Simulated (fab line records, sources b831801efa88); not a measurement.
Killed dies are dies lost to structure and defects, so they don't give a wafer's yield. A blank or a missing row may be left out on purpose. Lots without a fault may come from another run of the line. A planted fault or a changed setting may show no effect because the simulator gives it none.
Which tool did it? | flow sky130 | 6 lots, 18 wafers sampled, at 2 steps of a route of 708

WHAT THE GAUGES READ, wafer by wafer
SKY_POLY_CUT_OVL_MEAS_09.
lot  | measured     | on         | POLY_CUT_OVL (nm)
L437 | day 25 13:04 | overlay-02 | -6 -2 3
L440 | day 26 13:42 | overlay-01 | -4 5 -1
L442 | day 27 16:48 | overlay-02 | -1 2 2
L448 | day 29 09:32 | overlay-01 | 4 1 4
L453 | day 31 07:54 | overlay-01 | -2 0 -5
L456 | day 31 23:48 | overlay-01 | -3 4 4

WHICH TOOL RAN EACH LOT (tool, then ch and the chambers of the sampled wafers, then the start)
lot  | SKY_LDD_HVP_STRIP_09
L437 | plasma_asher-02 ch 0,1, day 22 22:22
L440 | plasma_asher-02 ch 0,1, day 23 23:17
L442 | plasma_asher-02 ch 0,1, day 25 03:31
L448 | plasma_asher-01 ch 0,1, day 26 21:11
L453 | plasma_asher-02 ch 0,1, day 28 18:20
L456 | plasma_asher-01 ch 0,1, day 29 14:05
- SKY_LDD_HVP_STRIP_09: strips in O2/N2.

THE ANSWER, worked out from the rows above alone
Rule: what is usual is taken from the lots themselves. Put in order of their means at a reading, lots are off if they are a third of the lots or fewer, leave a main group of 4 or more, and stand apart from it by a gap of 3 or more times the standard deviation of the main group's means; of several such gaps the widest counts. A main group whose means are all the same, to the digits that the tables above print for the reading, isn't used. A lot without any number at a reading at which 4 lots or more have one is off too. The other lots that the step has rows for count as sound.
No lot is off at any reading shown: from this, nothing can be told.

WHAT THE SIMULATOR HAD PUT IN
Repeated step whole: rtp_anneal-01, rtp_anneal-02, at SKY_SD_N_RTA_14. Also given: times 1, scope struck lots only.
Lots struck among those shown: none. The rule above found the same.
